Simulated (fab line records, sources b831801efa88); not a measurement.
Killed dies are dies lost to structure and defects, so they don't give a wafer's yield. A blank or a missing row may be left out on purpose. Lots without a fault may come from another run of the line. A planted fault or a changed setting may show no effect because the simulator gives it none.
fab line records | flow sky130 | part 2 of 2: steps 28 to 36 of 36
record lots=5 wafers=15 last_day=50
route steps=708 shown METAL3@567 VIA3@573 METAL4@598
lots that met no fault: from a run of the same line without faults
start_h: hours from the record's first day to the start of the lot's first wafer shown | wait_h: hours since the lot's step before | " the same as in the row above | L1.1+2: a row that stands for several wafers | - no value, or no start given | * or withheld: withheld | < > ~ a bound
route shown NAME@n: a module of which the file shows steps, and the number in the route of the first | usual: mean/standard deviation of fault-free wafers | same: alike in all rows | chamber/n: place in a boat | sites: the reading at each site | _std_site: their standard deviation | _edge_site: outer sites' mean less inner sites' | radius_mm: how far each site lies from the wafer's centre | mask NAME#n: copy n | behind: the tool/chamber that last shaped the wafer | hold: why the lot was held/for how many hours/how that ended | device: the transistor (n, p or np) that didn't switch | end of line: the same wafers' tests at the end of the route | a step without rows: its recipe alone | killed: dies lost to structure and defects at the first sort, not the wafer's yield | map: a wafer's dies, x killed, . not, _ none there
set.NAME: the setting as run; set.NAME@STEP: as run at that earlier step | model.NAME: the simulator's own value behind a step, which no gauge read
lots at some steps of the route; a table a step, a row a wafer
services: from which hour (start_h, from the record's first day; less than 0 if before it) a tool's chamber was out of use, for how many hours, and why
## steps
# step SKY_VIA3_CVD_21
# recipe material=W target_thk_nm=390 time_s=117.31 temp_c=400 pressure_torr=40
# usual heater_power_outer_w=516/64 heater_power_w=858/60
# columns lot.wafer tool chamber start_h wait_h heater_power_outer_w heater_power_w
L078.1 cvd_w-02 1 974.85 0.0 534 879
L078.2 " 0 " " 431 790
L078.4 " 0 " " 420 782
L084.2 cvd_w-02 1 1011.43 0.0 530 887
L084.4 " 0 " " 420 747
L084.6 " 1 " " 541 873
L090.2 cvd_w-02 0 1048.45 0.0 427 804
L090.3 " 0 " " 424 769
L090.4 " 1 " " 535 885
L095.1 cvd_w-01 0 1081.06 0.0 539 916
L095.3 " 0 " " 554 905
L095.4 " 1 " " 610 916
L096.1 cvd_w-01 0 1087.98 0.0 556 905
L096.5 " 1 " " 599 886
L096.6 " 0 " " 551 926
# step SKY_VIA3_RS_MEAS_22
# recipe thk_meas_gauge=four-point-probe reads=W_of_VIA3_CVD_21+TiN_of_VIA3_SPUTTER_20
# usual VIA3_W_RS=0.2932/0.0024
# columns lot.wafer tool chamber start_h wait_h VIA3_W_RS[ohm/sq]
L078.1 film_metro-02 - 975.00 0.1 0.2926
L078.2 " - " " 0.2941
L078.4 " - " " 0.2963
L084.2 film_metro-03 - 1011.58 0.1 0.2933
L084.4 " - " " 0.2926
L084.6 " - " " 0.2928
L090.2 film_metro-01 - 1048.59 0.1 0.2920
L090.3 " - " " 0.2964
L090.4 " - " " 0.2939
L095.1 film_metro-02 - 1081.18 0.1 0.2951
L095.3 " - " " 0.2977
L095.4 " - " " 0.2955
L096.1 film_metro-01 - 1088.10 0.1 0.2934
L096.5 " - " " 0.2973
L096.6 " - " " 0.2957
# step SKY_VIA3_THK_MEAS_23
# recipe thk_meas_gauge=xrf reads=W_of_VIA3_CVD_21
# usual VIA3_W_THK=387/5.3
# columns lot.wafer tool chamber start_h wait_h VIA3_W_THK[nm]
L078.1 film_metro-02 - 975.12 0.1 392
L078.2 " - " " 390
L078.4 " - " " 386
L084.2 film_metro-03 - 1011.69 0.1 386
L084.4 " - " " 386
L084.6 " - " " 387
L090.2 film_metro-01 - 1048.70 0.1 384
L090.3 " - " " 381
L090.4 " - " " 384
L095.1 film_metro-02 - 1081.30 0.1 383
L095.3 " - " " 380
L095.4 " - " " 382
L096.1 film_metro-01 - 1088.22 0.1 385
L096.5 " - " " 380
L096.6 " - " " 385
# step SKY_VIA3_CMP_24
# recipe stop_on=SiO2 t_overpolish_s=20 down_force_psi=3.5 platen_rpm=60 target_thk_nm=0 pad_velocity_m_s=0.94248
# usual motor_current_A=10.6/1.3 overpolish_run_s=20.001/0.0093 time_to_endpoint_s=95/3.5
# columns lot.wafer tool chamber start_h wait_h motor_current_A overpolish_run_s time_to_endpoint_s
L078.2 cmp-01 1 975.30 0.2 9.0 19.995 95
L078.4 " 2 " " 12.9 19.997 93
L078.1 " 0 " " 10.6 19.994 95
L084.4 cmp-02 1 1011.79 0.1 10.1 20.009 92
L084.2 " 3 " " 11.6 20.001 93
L084.6 " 0 " " 11.0 19.991 97
L090.2 cmp-01 3 1048.75 0.0 9.2 20.009 94
L090.4 " 0 " " 10.9 20.010 95
L090.3 " 1 " " 9.0 19.994 94
L095.3 cmp-01 3 1081.36 0.0 9.5 20.011 93
L095.1 " 1 " " 8.9 20.000 93
L095.4 " 2 " " 13.3 20.000 91
L096.1 cmp-02 0 1088.28 0.1 11.4 20.004 94
L096.6 " 0 " " 10.9 20.009 94
L096.5 " 1 " " 10.5 20.005 93
# step SKY_METAL4_SPUTTER_00
# recipe material=Ti target_thk_nm=15 power_w=3000 time_s=10 chamber_pressure_pa=0.4
# usual chamber_pressure_pa=0.4001/0.0008 throttle_valve_pct=30.6/1.2
# columns lot.wafer tool chamber start_h wait_h chamber_pressure_pa throttle_valve_pct
L078.1 pvd_sputter-01 - 975.60 0.1 0.3986 30.0
L078.2 " - " " 0.3987 30.5
L078.4 " - " " 0.4003 31.1
L084.2 pvd_sputter-04 - 1012.04 0.1 0.3999 30.4
L084.4 " - " " 0.3990 29.4
L084.6 " - " " 0.4001 30.4
L090.2 pvd_sputter-01 - 1049.05 0.2 0.4009 30.9
L090.3 " - " " 0.4007 30.7
L090.4 " - " " 0.3989 29.9
L095.1 pvd_sputter-02 - 1081.66 0.1 0.3998 28.6
L095.3 " - " " 0.4005 31.6
L095.4 " - " " 0.3997 33.4
L096.1 pvd_sputter-01 - 1088.58 0.2 0.4004 30.3
L096.5 " - " " 0.4004 30.6
L096.6 " - " " 0.4010 30.9
# step SKY_METAL4_SPUTTER_01
# recipe material=TiN target_thk_nm=20 power_w=6500 time_s=16.7 chamber_pressure_pa=0.4
# usual chamber_pressure_pa=0.4001/0.00088 throttle_valve_pct=30.6/1.2
# columns lot.wafer tool chamber start_h wait_h chamber_pressure_pa throttle_valve_pct
L078.1 pvd_sputter-01 - 975.63 0.0 0.3997 30.0
L078.2 " - " " 0.4009 30.6
L078.4 " - " " 0.3998 31.1
L084.2 pvd_sputter-04 - 1012.06 0.0 0.3998 30.8
L084.4 " - " " 0.4007 29.7
L084.6 " - " " 0.3995 30.4
L090.2 pvd_sputter-01 - 1049.07 0.0 0.3996 30.8
L090.3 " - " " 0.3999 30.8
L090.4 " - " " 0.4006 29.8
L095.1 pvd_sputter-02 - 1081.68 0.0 0.3999 28.8
L095.3 " - " " 0.3992 31.7
L095.4 " - " " 0.3996 33.6
L096.1 pvd_sputter-01 - 1088.60 0.0 0.4003 30.2
L096.5 " - " " 0.4006 31.0
L096.6 " - " " 0.3998 31.2
# step SKY_METAL4_SPUTTER_02
# recipe material=AlCu target_thk_nm=735 power_w=10600 time_s=39.1 chamber_pressure_pa=0.4
# usual chamber_pressure_pa=0.4001/0.00081 throttle_valve_pct=30.6/1.2
# columns lot.wafer tool chamber start_h wait_h chamber_pressure_pa throttle_valve_pct
L078.1 pvd_sputter-01 - 975.65 0.0 0.4001 29.8
L078.2 " - " " 0.3998 30.8
L078.4 " - " " 0.3996 31.1
L084.2 pvd_sputter-04 - 1012.08 0.0 0.3996 30.6
L084.4 " - " " 0.3987 29.4
L084.6 " - " " 0.3983 30.3
L090.2 pvd_sputter-01 - 1049.10 0.0 0.4004 31.1
L090.3 " - " " 0.3997 30.7
L090.4 " - " " 0.3993 29.9
L095.1 pvd_sputter-02 - 1081.71 0.0 0.4006 28.6
L095.3 " - " " 0.4002 32.0
L095.4 " - " " 0.4004 33.5
L096.1 pvd_sputter-01 - 1088.63 0.0 0.4004 30.2
L096.5 " - " " 0.3998 30.7
L096.6 " - " " 0.4018 31.2
# step SKY_METAL4_SPUTTER_03
# recipe material=Ti target_thk_nm=5 power_w=3000 time_s=3.3 chamber_pressure_pa=0.4
# usual chamber_pressure_pa=0.4001/0.00073 throttle_valve_pct=30.6/1.2
# columns lot.wafer tool chamber start_h wait_h chamber_pressure_pa throttle_valve_pct
L078.1 pvd_sputter-01 - 975.69 0.0 0.3996 30.0
L078.2 " - " " 0.4014 30.6
L078.4 " - " " 0.3993 31.1
L084.2 pvd_sputter-04 - 1012.12 0.0 0.3997 30.9
L084.4 " - " " 0.4000 29.3
L084.6 " - " " 0.4006 30.3
L090.2 pvd_sputter-01 - 1049.13 0.0 0.4000 30.7
L090.3 " - " " 0.4002 30.9
L090.4 " - " " 0.3995 30.1
L095.1 pvd_sputter-02 - 1081.75 0.0 0.3996 28.5
L095.3 " - " " 0.4008 31.7
L095.4 " - " " 0.4017 33.5
L096.1 pvd_sputter-01 - 1088.66 0.0 0.3992 30.2
L096.5 " - " " 0.4014 30.7
L096.6 " - " " 0.4000 31.1
# step SKY_METAL4_SPUTTER_04
# recipe material=TiN target_thk_nm=70 power_w=6500 time_s=58.3 chamber_pressure_pa=0.4
# usual chamber_pressure_pa=0.4001/0.0009 throttle_valve_pct=30.6/1.2
# columns lot.wafer tool chamber start_h wait_h chamber_pressure_pa throttle_valve_pct
L078.1 pvd_sputter-01 - 975.71 0.0 0.3996 30.2
L078.2 " - " " 0.3994 30.7
L078.4 " - " " 0.4027 31.1
L084.2 pvd_sputter-04 - 1012.14 0.0 0.4007 30.7
L084.4 " - " " 0.4000 29.6
L084.6 " - " " 0.4006 30.4
L090.2 pvd_sputter-01 - 1049.15 0.0 0.3998 30.8
L090.3 " - " " 0.3996 30.8
L090.4 " - " " 0.3989 29.8
L095.1 pvd_sputter-02 - 1081.76 0.0 0.3999 28.5
L095.3 " - " " 0.3989 31.7
L095.4 " - " " 0.4000 33.5
L096.1 pvd_sputter-01 - 1088.68 0.0 0.3992 30.3
L096.5 " - " " 0.4009 30.7
L096.6 " - " " 0.4001 30.9
## services
# columns tool chamber start_h hours kind
rie_diel-02 3 935.49 6.2 repair
wet_bench-01 - 935.95 5.6 repair
cmp-02 - 945.10 3.9 repair
hdpcvd-02 2 951.51 4.3 repair
krf_scanner-02 - 951.71 1.3 pm
wet_bench-01 - 955.12 5.2 repair
rie_diel-03 1 960.49 13.2 repair
krf_scanner-02 - 969.17 1.2 repair
krf_scanner-02 - 971.12 4.0 pm
rie_diel-01 - 983.21 0.4 repair
pvd_sputter-04 - 983.99 1.9 repair
cmp-01 - 989.97 4.3 pm
pvd_sputter-02 - 1001.31 36.9 repair
cmp-01 - 1002.88 1.0 repair
plasma_asher-03 - 1006.01 2.8 pm
cmp-01 - 1006.92 15.1 pm
wet_bench-03 - 1017.86 4.4 pm
cmp-01 - 1031.39 2.3 repair
rie_diel-01 1 1043.82 1.2 repair
pvd_sputter-04 - 1057.39 14.6 repair
rie_diel-03 - 1067.55 1.7 repair
hdpcvd-02 2 1067.59 5.0 repair
cmp-01 - 1084.16 4.0 pm
rie_diel-01 - 1087.73 0.3 repair
